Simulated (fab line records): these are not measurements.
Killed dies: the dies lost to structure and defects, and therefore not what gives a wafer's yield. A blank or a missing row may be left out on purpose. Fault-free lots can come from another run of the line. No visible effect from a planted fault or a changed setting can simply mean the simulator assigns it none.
2 desks looking at one fault | flow gf180mcu | each desk has only its own numbers; what lay behind them comes last

DESK OF THE TOOL OWNER: implanter-01
The tool's own readings at GF_NWELL_IMPLANT_08: means of the sampled wafers that have a number, for each lot that ran on this tool. If a lot's mean is further than 4 standard deviations from the usual mean, the lot is out of limits and carries the mark OUT (the distance appears in the brackets).
Columns: A = beam on s at GF_NWELL_IMPLANT_08, usual 9.98 s; B = tilt deg at GF_NWELL_IMPLANT_08, usual -0.001 degrees
lot  | first seen here | A     | B
L602 | day 4 02:09     | 9.91  | 0.034
L605 | day 4 16:06     | 9.95  | -0.036
L606 | day 4 21:25     | 9.80  | 0.021
L607 | day 5 03:33     | 10.21 | 0.022
L610 | day 5 20:54     | 9.87  | -0.004
L621 | day 8 10:11     | 10.12 | -0.018
L622 | day 8 15:35     | 10.09 | 0.005
This desk's finding: nothing out of limits on any of the 7 lots.

METROLOGY DESK
Lot by lot, what the gauges showed, no matter which tool ran the lot: averages of those sampled wafers that carry a number. If a lot's mean is further than 4 standard deviations from the usual mean, the lot is out of limits and carries the mark OUT (the distance appears in the brackets).
Columns: A = STI_OXIDATION_01_THK at GF_STI_THK_MEAS_22, usual 15.0 nm; B = NWELL_TW at GF_NWELL_TW_MEAS_11, usual 1603; C = VT_IMPLANT_2_TW at GF_VT_IMPLANT_TW_MEAS_21, usual 1225; D = NWELL_RS at GF_VT_IMPLANT_RS_MEAS_47, usual 487.7 ohm/sq
lot  | first seen here | A    | B               | C    | D
L599 | day 2 03:53     | 14.8 | 1593            | 1213 | 486.7
L602 | day 2 20:04     | 14.5 | 1597            | 1221 | 489.7
L605 | day 3 09:31     | 14.8 | 1586            | 1231 | 488.5
L606 | day 3 15:08     | 15.0 | 1554 (-4.5) OUT | 1239 | 503.4 (+7.9) OUT
L607 | day 3 21:58     | 15.2 | 1575            | 1236 | 503.7 (+8.0) OUT
L608 | day 4 02:20     | 14.5 | 1614            | 1220 | 489.4
L610 | day 4 12:47     | 15.1 | 1594            | 1217 | 495.0
L616 | day 5 19:22     | 15.3 | 1594            | 1221 | 489.6
L618 | day 6 05:25     | 14.9 | 1599            | 1214 | 489.0
L620 | day 6 15:35     | 15.1 | 1592            | 1216 | 487.1
L621 | day 6 21:11     | 14.7 | 1616            | 1212 | 483.8
L622 | day 7 03:39     | 15.3 | 1612            | 1211 | 489.1
Per this desk, out of limits: L606, L607; the first was L606, day 4 21:48 (NWELL_TW at GF_NWELL_TW_MEAS_11). L599, L602, L605, L608, L610, L616, L618, L620, L621, L622 stayed within limits.

ALL TOGETHER
At day 4 21:48 the metrology desk could have sounded an alarm, on L606, L607.
The tool owner's desk saw nothing out of limits.
The tool owner's desk has L606, L607 on record, within its limits.
Of the lots named, all ran GF_NWELL_IMPLANT_08 on implanter-01.

WHAT WAS PUT IN BY THE SIMULATOR
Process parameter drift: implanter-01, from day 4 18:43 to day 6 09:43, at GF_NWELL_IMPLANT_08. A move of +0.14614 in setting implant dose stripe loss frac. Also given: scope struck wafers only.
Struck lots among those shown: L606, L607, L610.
Per desk, hours elapsed from the start of the fault to the first reading out of limits: for the metrology desk, 3.
